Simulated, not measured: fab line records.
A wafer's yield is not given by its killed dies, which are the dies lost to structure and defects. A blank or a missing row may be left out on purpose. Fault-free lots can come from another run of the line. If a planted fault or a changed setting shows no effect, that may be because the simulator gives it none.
Which of the tools did it? / flow sfq_line / 14 lots (42 wafers sampled), 1 step of a 325-step route

== WHAT EACH GAUGE READ, for each wafer ==
The record holds no reading of a measuring or inspecting step that can be judged against a usual standard deviation.

== WHAT TOOL EACH LOT RAN ON (gives the tool, then ch and the chambers of the sampled wafers, and finally the start) ==
lot=L874; SFQ_TRILAYER_L0_ETCH_METAL_ETCH_008=rie_metal-02 ch 0,1, day 4 05:37
lot=L875; SFQ_TRILAYER_L0_ETCH_METAL_ETCH_008=rie_metal-01 ch 1, day 4 14:01
lot=L876; SFQ_TRILAYER_L0_ETCH_METAL_ETCH_008=rie_metal-02 ch 0,1, day 4 17:37
lot=L878; SFQ_TRILAYER_L0_ETCH_METAL_ETCH_008=rie_metal-01 ch 0,1, day 5 09:13
lot=L879; SFQ_TRILAYER_L0_ETCH_METAL_ETCH_008=rie_metal-02 ch 0,1, day 5 14:01
lot=L880; SFQ_TRILAYER_L0_ETCH_METAL_ETCH_008=rie_metal-02 ch 0,1, day 5 20:01
lot=L888; SFQ_TRILAYER_L0_ETCH_METAL_ETCH_008=rie_metal-04 ch 0,1, day 6 10:25
lot=L889; SFQ_TRILAYER_L0_ETCH_METAL_ETCH_008=rie_metal-04 ch 1, day 7 07:41
lot=L890; SFQ_TRILAYER_L0_ETCH_METAL_ETCH_008=rie_metal-01 ch 0,1, day 7 11:11
lot=L892; SFQ_TRILAYER_L0_ETCH_METAL_ETCH_008=rie_metal-04 ch 0,1, day 8 02:16
lot=L894; SFQ_TRILAYER_L0_ETCH_METAL_ETCH_008=rie_metal-04 ch 0, day 8 11:55
lot=L895; SFQ_TRILAYER_L0_ETCH_METAL_ETCH_008=rie_metal-04 ch 0, day 8 20:19
lot=L896; SFQ_TRILAYER_L0_ETCH_METAL_ETCH_008=rie_metal-01 ch 0,1, day 9 04:39
lot=L897; SFQ_TRILAYER_L0_ETCH_METAL_ETCH_008=rie_metal-04 ch 0,1, day 9 16:51
- SFQ_TRILAYER_L0_ETCH_METAL_ETCH_008: etches MoNx KI in SF6/O2, stops on SiO2, target depth 50 nm, time 25 s.

== WHAT THE TOOLS THEMSELVES READ (means of the sampled wafers that have a number; where no wafer has one, the mark that the record gives instead) ==
SFQ_TRILAYER_L0_ETCH_METAL_ETCH_008.
lot=L874; tool=rie_metal-02; bias_w (W)=80.30; chamber_pressure_mTorr (mTorr)=10.003; drypump_motor_current_A (A)=5.8; he_backside_leak_sccm (sccm)=3.36; oes_product_au (a.u.)=0.880
lot=L875; tool=rie_metal-01; bias_w (W)=80.08; chamber_pressure_mTorr (mTorr)=9.998; drypump_motor_current_A (A)=5.6; he_backside_leak_sccm (sccm)=3.43; oes_product_au (a.u.)=0.876
lot=L876; tool=rie_metal-02; bias_w (W)=80.15; chamber_pressure_mTorr (mTorr)=10.003; drypump_motor_current_A (A)=5.7; he_backside_leak_sccm (sccm)=3.36; oes_product_au (a.u.)=0.868
lot=L878; tool=rie_metal-01; bias_w (W)=-; chamber_pressure_mTorr (mTorr)=-; drypump_motor_current_A (A)=-; he_backside_leak_sccm (sccm)=-; oes_product_au (a.u.)=-
lot=L879; tool=rie_metal-02; bias_w (W)=-; chamber_pressure_mTorr (mTorr)=-; drypump_motor_current_A (A)=-; he_backside_leak_sccm (sccm)=-; oes_product_au (a.u.)=-
lot=L880; tool=rie_metal-02; bias_w (W)=79.97; chamber_pressure_mTorr (mTorr)=10.004; drypump_motor_current_A (A)=5.9; he_backside_leak_sccm (sccm)=4.04; oes_product_au (a.u.)=0.871
lot=L888; tool=rie_metal-04; bias_w (W)=79.79; chamber_pressure_mTorr (mTorr)=10.004; drypump_motor_current_A (A)=6.6; he_backside_leak_sccm (sccm)=3.42; oes_product_au (a.u.)=0.866
lot=L889; tool=rie_metal-04; bias_w (W)=79.96; chamber_pressure_mTorr (mTorr)=10.004; drypump_motor_current_A (A)=6.6; he_backside_leak_sccm (sccm)=3.16; oes_product_au (a.u.)=0.874
lot=L890; tool=rie_metal-01; bias_w (W)=79.92; chamber_pressure_mTorr (mTorr)=9.990; drypump_motor_current_A (A)=5.5; he_backside_leak_sccm (sccm)=3.50; oes_product_au (a.u.)=0.878
lot=L892; tool=rie_metal-04; bias_w (W)=79.74; chamber_pressure_mTorr (mTorr)=10.000; drypump_motor_current_A (A)=6.5; he_backside_leak_sccm (sccm)=3.46; oes_product_au (a.u.)=0.867
lot=L894; tool=rie_metal-04; bias_w (W)=79.90; chamber_pressure_mTorr (mTorr)=9.997; drypump_motor_current_A (A)=6.4; he_backside_leak_sccm (sccm)=3.44; oes_product_au (a.u.)=0.879
lot=L895; tool=rie_metal-04; bias_w (W)=79.96; chamber_pressure_mTorr (mTorr)=9.993; drypump_motor_current_A (A)=6.4; he_backside_leak_sccm (sccm)=3.74; oes_product_au (a.u.)=0.861
lot=L896; tool=rie_metal-01; bias_w (W)=80.23; chamber_pressure_mTorr (mTorr)=9.996; drypump_motor_current_A (A)=5.5; he_backside_leak_sccm (sccm)=3.49; oes_product_au (a.u.)=0.873
lot=L897; tool=rie_metal-04; bias_w (W)=79.86; chamber_pressure_mTorr (mTorr)=9.999; drypump_motor_current_A (A)=6.5; he_backside_leak_sccm (sccm)=3.44; oes_product_au (a.u.)=0.877

== THE ANSWER, worked out from the rows above alone ==
Rule: what is usual is taken from the lots themselves. Put in order of their means at a reading, lots are off if they are a third of the lots or fewer, leave a main group of 4 or more, and stand apart from it by a gap of 3 or more times the standard deviation of the main group's means; of several such gaps the widest counts. If all means in a main group match to the digits the tables above print for the reading, that group is not used. A lot without any number at a reading at which 4 lots or more have one is off too. Where the step has rows for the other lots, those lots are counted as sound. Order of review: gauges by route order, followed by the tools' own readings, for which a lot's mean as printed above is used. At the first step where some lot is off, the reading lying furthest off is the one used; lots without a number count as furthest.
Off: L878, L879, at SFQ_TRILAYER_L0_ETCH_METAL_ETCH_008 (bias_w). Without a number there: L878, L879. Mean 79.99 W and standard deviation 0.16 in the main group.
A tool fits if, at that step or a process step before it, it ran every lot that is off, and no sound lot after the first of them. Of those tried, none fits.

== WHAT THE SIMULATOR HAD INSERTED ==
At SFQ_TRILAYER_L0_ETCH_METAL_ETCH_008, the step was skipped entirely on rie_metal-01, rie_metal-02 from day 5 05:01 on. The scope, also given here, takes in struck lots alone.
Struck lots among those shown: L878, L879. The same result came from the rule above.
